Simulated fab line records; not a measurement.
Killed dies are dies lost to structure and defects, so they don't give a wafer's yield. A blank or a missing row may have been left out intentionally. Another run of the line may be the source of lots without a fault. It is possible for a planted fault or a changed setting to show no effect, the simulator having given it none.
2 desks looking at one fault :: flow gf180mcu :: numbers are kept per desk, each desk with only its own; the story behind them comes last

## METROLOGY DESK
Lot by lot, what the gauges showed, no matter which tool ran the lot: averages of those sampled wafers that carry a number. Marked OUT: a lot whose mean sits more than 4 standard deviations from the usual mean, which makes it out of limits; the brackets give that distance. It has 9 readings; the 7 that lie furthest out on some lot are the ones shown.
Columns: A = V3_W_RS at GF_V3_RS_MEAS_24, usual 0.326 ohm/sq; B = M4_ALCU_RS at GF_M4_RS_MEAS_05, usual 0.0694 ohm/sq; C = M4_ALCU_THK at GF_M4_THK_MEAS_06, usual 446 nm; D = cdNm at GF_M4_CD_MEAS_14, usual 279.9 nm; E = M4_OVL at GF_M4_OVL_MEAS_15, usual -2 nm; F = V4_CVD_00_THK at GF_V4_THK_MEAS_01, usual 597 nm; G = V4_BOW at GF_V4_BOW_MEAS_05, usual 135 um
lot: L814
first seen here: day 23 23:33
A: 0.328
B: 0.0709
C: 436
D: 280.0
E: -10
F: 591
G: 136

lot: L818
first seen here: day 25 15:56
A: 0.326
B: 0.0692
C: 446
D: 279.5
E: 0
F: 602
G: 147

lot: L824
first seen here: day 27 13:27
A: 0.331
B: 0.0699
C: 442
D: 281.2
E: -4
F: 598
G: 129

lot: L830
first seen here: day 29 07:10
A: 0.325
B: 0.0685
C: 451
D: 279.0
E: 1
F: 592
G: 144

lot: L832
first seen here: day 29 21:10
A: 0.324
B: 0.0694
C: 450
D: 281.3
E: 1
F: 589
G: 133
This desk's verdict: no lot among the 5 shows anything out of limits.

## THE TOOL OWNER'S DESK: pvdSputter-01
At GF_M4_SPUTTER_04 (material TiN, target thk 50 nm, time 41.7 s) the tool's own readings: per lot run on this tool, the mean of the sampled wafers that have a number. Marked OUT: a lot whose mean sits more than 4 standard deviations from the usual mean, which makes it out of limits; the brackets give that distance.
Columns: A = cathodeDcPowerW at GF_M4_SPUTTER_04, usual 6500.2 W; B = throttleValvePct at GF_M4_SPUTTER_04, usual 30.8 %
lot: L814
first seen here: day 24 00:13
A: 6374.4 (-99 or more) OUT
B: 30.9

lot: L832
first seen here: day 29 21:49
A: 6499.2
B: 30.4
This desk finds L814 out of limits, L814 being first, at day 24 00:13 (cathodeDcPowerW at GF_M4_SPUTTER_04). L832 stayed within limits.

## PUT TOGETHER
An alarm could have come from the tool owner's desk at day 24 00:13, on L814.
At the metrology desk, nothing out of limits was observed.
The metrology desk holds a record of L814, inside its limits.
Of the lots named, all ran GF_M4_SPUTTER_04 on pvdSputter-01.

## WHAT THE SIMULATOR HAD INSERTED
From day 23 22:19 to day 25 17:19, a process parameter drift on pvdSputter-01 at GF_M4_SPUTTER_04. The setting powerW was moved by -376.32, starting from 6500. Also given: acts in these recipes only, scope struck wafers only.
Struck lots among those shown: L814.
Time in hours from fault onset to the first out-of-limits reading at each desk: the tool owner's desk, 2.
